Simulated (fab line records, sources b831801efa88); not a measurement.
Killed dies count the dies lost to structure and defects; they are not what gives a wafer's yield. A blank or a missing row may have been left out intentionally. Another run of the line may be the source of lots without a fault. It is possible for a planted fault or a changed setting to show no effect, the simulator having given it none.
Matching of chambers :: flow sky130 :: SKY_FIELD_ISO_ETCH_17 on rie_si-01 has 4 sister chambers
The step etches Si in HBr/Cl2/O2, target depth 342 nm, time 97.7 s. 16 wafers are shown with their chamber, then 8 later ones without.

EACH WAFER AND ITS CHAMBER
wafer: L136.1
chamber: 0
drypump_motor_current_A (A): 6.5
oes_product_au (a.u.): 1.001
throttle_valve_pct (%): 25.655

wafer: L136.2
chamber: 1
drypump_motor_current_A (A): 5.9
oes_product_au (a.u.): 1.010
throttle_valve_pct (%): 25.649

wafer: L136.3
chamber: 3
drypump_motor_current_A (A): 6.2
oes_product_au (a.u.): 0.990
throttle_valve_pct (%): 25.656

wafer: L140.1
chamber: 0
drypump_motor_current_A (A): 6.5
oes_product_au (a.u.): 1.012
throttle_valve_pct (%): 25.640

wafer: L140.4
chamber: 1
drypump_motor_current_A (A): 5.9
oes_product_au (a.u.): 1.011
throttle_valve_pct (%): 25.647

wafer: L140.6
chamber: 3
drypump_motor_current_A (A): 6.2
oes_product_au (a.u.): 0.980
throttle_valve_pct (%): 25.678

wafer: L142.1
chamber: 0
drypump_motor_current_A (A): 6.5
oes_product_au (a.u.): 0.996
throttle_valve_pct (%): 25.661

wafer: L142.2
chamber: 3
drypump_motor_current_A (A): 6.2
oes_product_au (a.u.): 0.979
throttle_valve_pct (%): 25.646

wafer: L142.3
chamber: 1
drypump_motor_current_A (A): 5.9
oes_product_au (a.u.): 1.011
throttle_valve_pct (%): 25.649

wafer: L144.1
chamber: 2
drypump_motor_current_A (A): 5.7
oes_product_au (a.u.): 1.008
throttle_valve_pct (%): 25.640

wafer: L144.2
chamber: 0
drypump_motor_current_A (A): 6.5
oes_product_au (a.u.): 1.004
throttle_valve_pct (%): 25.639

wafer: L144.4
chamber: 3
drypump_motor_current_A (A): 6.2
oes_product_au (a.u.): 0.967
throttle_valve_pct (%): 25.674

wafer: L148.2
chamber: 3
drypump_motor_current_A (A): 6.2
oes_product_au (a.u.): 0.981
throttle_valve_pct (%): 25.681

wafer: L148.4
chamber: 0
drypump_motor_current_A (A): 6.5
oes_product_au (a.u.): 1.011
throttle_valve_pct (%): 25.669

wafer: L148.5
chamber: 3
drypump_motor_current_A (A): 6.1
oes_product_au (a.u.): 0.986
throttle_valve_pct (%): 25.664

wafer: L149.4
chamber: 3
drypump_motor_current_A (A): 6.2
oes_product_au (a.u.): 0.972
throttle_valve_pct (%): 25.668

SIGNATURES (averages over the wafers above)
reading: drypump_motor_current_A
chamber 0: 6.500
chamber 1: 5.900
chamber 2: 5.700
chamber 3: 6.186
scatter within a chamber: 0.0267

reading: oes_product_au
chamber 0: 1.00480
chamber 1: 1.01067
chamber 2: 1.00800
chamber 3: 0.97929
scatter within a chamber: 0.00678

reading: throttle_valve_pct
chamber 0: 25.65280
chamber 1: 25.64833
chamber 2: 25.64000
chamber 3: 25.66671
scatter within a chamber: 0.0117
Rule: a wafer's distance from a chamber is the root of the sum, over the readings, of the square of ((its reading less the chamber's mean) divided by the reading's scatter). If the next closest chamber is less than 2 further off than the closest, the wafer can't be placed; otherwise it belongs to the closest. How the scatter is found: for the shown wafers, subtract from each reading the mean of its chamber, square and add these, divide the total by (wafers less chambers), then take the root.

WAFERS WHOSE CHAMBER IS MISSING
wafer: L149.5
drypump_motor_current_A (A): 5.8
oes_product_au (a.u.): 0.996
throttle_valve_pct (%): 25.655

wafer: L149.6
drypump_motor_current_A (A): 5.7
oes_product_au (a.u.): 1.000
throttle_valve_pct (%): 25.659

wafer: L152.2
drypump_motor_current_A (A): 5.9
oes_product_au (a.u.): 1.009
throttle_valve_pct (%): 25.659

wafer: L152.3
drypump_motor_current_A (A): 5.7
oes_product_au (a.u.): 0.989
throttle_valve_pct (%): 25.656

wafer: L152.4
drypump_motor_current_A (A): 6.5
oes_product_au (a.u.): 0.996
throttle_valve_pct (%): 25.655

wafer: L158.1
drypump_motor_current_A (A): 5.7
oes_product_au (a.u.): 1.003
throttle_valve_pct (%): 25.661

wafer: L158.3
drypump_motor_current_A (A): 5.8
oes_product_au (a.u.): 0.995
throttle_valve_pct (%): 25.660

wafer: L158.4
drypump_motor_current_A (A): 6.2
oes_product_au (a.u.): 0.972
throttle_valve_pct (%): 25.679

WHICH CHAMBER EACH ONE RAN IN
wafer: L149.5
from the rows above: can't be placed: 2 or 1
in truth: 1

wafer: L149.6
from the rows above: 2
in truth: 2

wafer: L152.2
from the rows above: 1
in truth: 1

wafer: L152.3
from the rows above: 2
in truth: 2

wafer: L152.4
from the rows above: 0
in truth: 0

wafer: L158.1
from the rows above: 2
in truth: 2

wafer: L158.3
from the rows above: can't be placed: 1 or 2
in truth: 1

wafer: L158.4
from the rows above: 3
in truth: 3
Correct placement for 6 of the 8. Cannot be placed on the basis of these rows: 2; the candidates contain the true chamber in 2. Number placed wrongly: 0.
